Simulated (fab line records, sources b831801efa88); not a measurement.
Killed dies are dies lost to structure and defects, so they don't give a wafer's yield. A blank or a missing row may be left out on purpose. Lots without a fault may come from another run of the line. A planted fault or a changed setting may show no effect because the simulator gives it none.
Tool commonality check | flow gf180mcu | 14 lots, 42 wafers sampled

WHY IT WAS OPENED
At GF_VT_IMPLANT_RS_MEAS_48 the reading LVPWELL_RS is flagged on 2 of 14 lots. Wafers without a fault read 1196.5 ohm/sq, standard deviation 2.7.
Rule: a lot is flagged when every wafer of it that has a number lies more than 4 standard deviations from that mean, or none has a number. The other lots count as sound.

lot  | measured     | on            | LVPWELL_RS (ohm/sq), wafer by wafer | flag
L895 | day 7 14:38  | film_metro-02 | 1192.4 1194.7 1198.3                |
L896 | day 7 22:01  | film_metro-01 | 1200.7 1195.3 1200.5                |
L897 | day 8 03:25  | film_metro-01 | 1196.7 1198.8 1195.6                |
L898 | day 8 06:43  | film_metro-04 | 1195.2 1192.5 1196.0                |
L899 | day 8 19:47  | film_metro-02 | 1191.6 1193.3 1193.4                |
L900 | day 8 23:05  | film_metro-02 | 1200.9 1199.5 1200.3                |
L902 | day 9 10:47  | film_metro-04 | 1191.7 1192.1 1191.0                |
L903 | day 9 19:52  | film_metro-02 | 1194.7 1196.7 1195.0                |
L904 | day 10 01:08 | film_metro-02 | 1195.0 1198.9 1196.7                |
L905 | day 10 08:47 | film_metro-02 | 1197.1 1197.2 1194.6                |
L906 | day 10 15:32 | film_metro-02 | 1196.6 1196.2 1196.1                |
L908 | day 11 06:16 | film_metro-01 | 1203.0 1197.7 1200.8                |
L911 | day 12 13:16 | film_metro-02 | 1255.3 1253.7 1252.4                | FLAGGED
L916 | day 13 09:56 | film_metro-01 | 1255.9 1261.5 1263.6                | FLAGGED
The numbers of the flagged lots are 1257.1 ohm/sq on average: +60.6 ohm/sq against the usual, or +22 standard deviations.

WHICH TOOL RAN EACH LOT
The record holds 1 process step before the reading, out of a route of 602 steps. In each cell: the tool, then ch and the chambers that the sampled wafers went through, then the start.
lot  | flag    | GF_LVPWELL_IMPLANT_08
L895 |         | implanter-03 ch 0, day 3 23:21
L896 |         | implanter-04 ch 0, day 4 04:25
L897 |         | implanter-03 ch 0, day 4 08:46
L898 |         | implanter-02 ch 0, day 4 12:31
L899 |         | implanter-02 ch 0, day 4 23:08
L900 |         | implanter-04 ch 0, day 5 02:42
L902 |         | implanter-02 ch 0, day 5 11:57
L903 |         | implanter-02 ch 0, day 5 18:10
L904 |         | implanter-03 ch 0, day 5 23:13
L905 |         | implanter-04 ch 0, day 6 05:23
L906 |         | implanter-04 ch 0, day 6 10:09
L908 |         | implanter-03 ch 0, day 6 23:14
L911 | FLAGGED | implanter-02 ch 0, day 8 01:03
L916 | FLAGGED | implanter-02 ch 0, day 8 20:02
What these steps do:
- GF_LVPWELL_IMPLANT_08
- GF_VT_IMPLANT_RS_MEAS_48: measures by four-point-probe.

FLAGGED OVER TOTAL, TOOL BY TOOL (the gauges that took the reading come last)
step                     | tool          | lots run | flagged | share of the flagged lots | sound lots run after its first flagged lot
GF_LVPWELL_IMPLANT_08    | implanter-02  | 6        | 2       | all                       | 0
GF_LVPWELL_IMPLANT_08    | implanter-03  | 4        | 0       | none                      | -
GF_LVPWELL_IMPLANT_08    | implanter-04  | 4        | 0       | none                      | -
GF_VT_IMPLANT_RS_MEAS_48 | film_metro-01 | 4        | 1       | some                      | 0
GF_VT_IMPLANT_RS_MEAS_48 | film_metro-02 | 8        | 1       | some                      | 0
GF_VT_IMPLANT_RS_MEAS_48 | film_metro-04 | 2        | 0       | none                      | -

WHAT THE TABLE ALLOWS
1 row of the table ran every flagged lot: implanter-02 at GF_LVPWELL_IMPLANT_08.
- implanter-02 at GF_LVPWELL_IMPLANT_08: 2 of its 6 lots flagged. Its last sound lot is L903 (day 5 18:10), its first flagged lot L911 (day 8 01:03): a fault that began between those two fits. Its own readings lie more than 4 standard deviations out on every wafer of the flagged lots: beam_energy_keV.
One tool is left: implanter-02 at GF_LVPWELL_IMPLANT_08.

WHAT THE SIMULATOR HAD PUT IN
Process parameter drift: implanter-02, from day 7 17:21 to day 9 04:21, at GF_LVPWELL_IMPLANT_08. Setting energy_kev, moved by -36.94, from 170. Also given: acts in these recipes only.
Lots struck among those shown: L911, L916. The rule above found the same.
